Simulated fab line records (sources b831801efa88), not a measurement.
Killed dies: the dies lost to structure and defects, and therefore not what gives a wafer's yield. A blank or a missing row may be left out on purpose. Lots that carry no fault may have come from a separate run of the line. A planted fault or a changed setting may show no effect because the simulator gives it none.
2 desks, one fault :: flow gf180mcu :: what lay behind the numbers comes last; until then each desk has only its own

## THE METROLOGY DESK
What the gauges read for every lot (on any tool): the sampled wafers with a number, averaged. If a lot's mean is further than 4 standard deviations from the usual mean, the lot is out of limits and carries the mark OUT (the distance appears in the brackets).
Columns: A = POLY_GATE_OVL at GF_POLY_GATE_OVL_MEAS_11, usual 0 nm; B = cd_nm at GF_HV_LDD_CD_MEAS_31, usual 399.7 nm; C = HV_LDD_CVD_56_THK at GF_HV_LDD_THK_MEAS_57, usual 90.4 nm
lot: L534
first seen here: day 9 08:35
A: 8
B: 403.3
C: 90.6

lot: L535
first seen here: day 9 17:44
A: 5
B: 400.2
C: 90.5

lot: L536
first seen here: day 10 02:58
A: -1
B: 396.9
C: 89.3

lot: L537
first seen here: day 10 06:50
A: 9
B: 400.5
C: 89.4

lot: L544
first seen here: day 12 04:34
A: 0
B: 398.6
C: 76.1 (-15) OUT

lot: L546
first seen here: day 12 19:52
A: -2
B: 399.4
C: 78.3 (-13) OUT

lot: L547
first seen here: day 13 01:10
A: 4
B: 399.5
C: 91.1

lot: L548
first seen here: day 13 08:05
A: -1
B: 396.9
C: 90.1

lot: L549
first seen here: day 13 14:08
A: -3
B: 400.4
C: 89.4

lot: L555
first seen here: day 15 10:52
A: 7
B: 399.4
C: 90.5

lot: L556
first seen here: day 15 20:11
A: -5
B: 396.1
C: 90.9

lot: L557
first seen here: day 16 02:32
A: -3
B: 400.0
C: 91.9
This desk reports L544, L546 out of limits; the earliest was L544 at day 15 20:29 (HV_LDD_CVD_56_THK at GF_HV_LDD_THK_MEAS_57). L534, L535, L536, L537, L547, L548, L549, L555, L556, L557 stayed within limits.

## AT THE TOOL OWNER'S DESK: lpcvd-01
The tool's own readings at GF_HV_LDD_CVD_56 (deposits Si3N4 from DCS/NH3, target thk 90 nm, time 1543 s): means of the sampled wafers that have a number, for each lot that ran on this tool. If a lot's mean is further than 4 standard deviations from the usual mean, the lot is out of limits and carries the mark OUT (the distance appears in the brackets).
Columns: A = spike_tc_bottom_C at GF_HV_LDD_CVD_56, usual 788.0 C; B = spike_tc_lower_C at GF_HV_LDD_CVD_56, usual 770.1 C
lot: L534
first seen here: day 12 15:17
A: 785.3
B: 768.8

lot: L544
first seen here: day 15 19:03
A: 784.9
B: 769.1

lot: L546
first seen here: day 16 13:20
A: 786.4
B: 770.3

lot: L557
first seen here: day 20 05:47
A: 786.0
B: 769.7
Result from this desk: across the 4 lots, nothing is out of limits.

## TAKEN TOGETHER
The metrology desk could have raised an alarm at day 15 20:29, on L544, L546.
Nothing out of limits was seen by the tool owner's desk.
Tool owner's desk: L544, L546 on record, inside its limits.
On lpcvd-01, each named lot ran GF_HV_LDD_CVD_56.

## WHAT THE SIMULATOR HAD INSERTED
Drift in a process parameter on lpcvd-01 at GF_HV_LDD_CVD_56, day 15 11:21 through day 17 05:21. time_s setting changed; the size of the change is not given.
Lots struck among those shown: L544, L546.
Delay in hours, fault start to first out-of-limits reading, per desk: metrology desk 9.
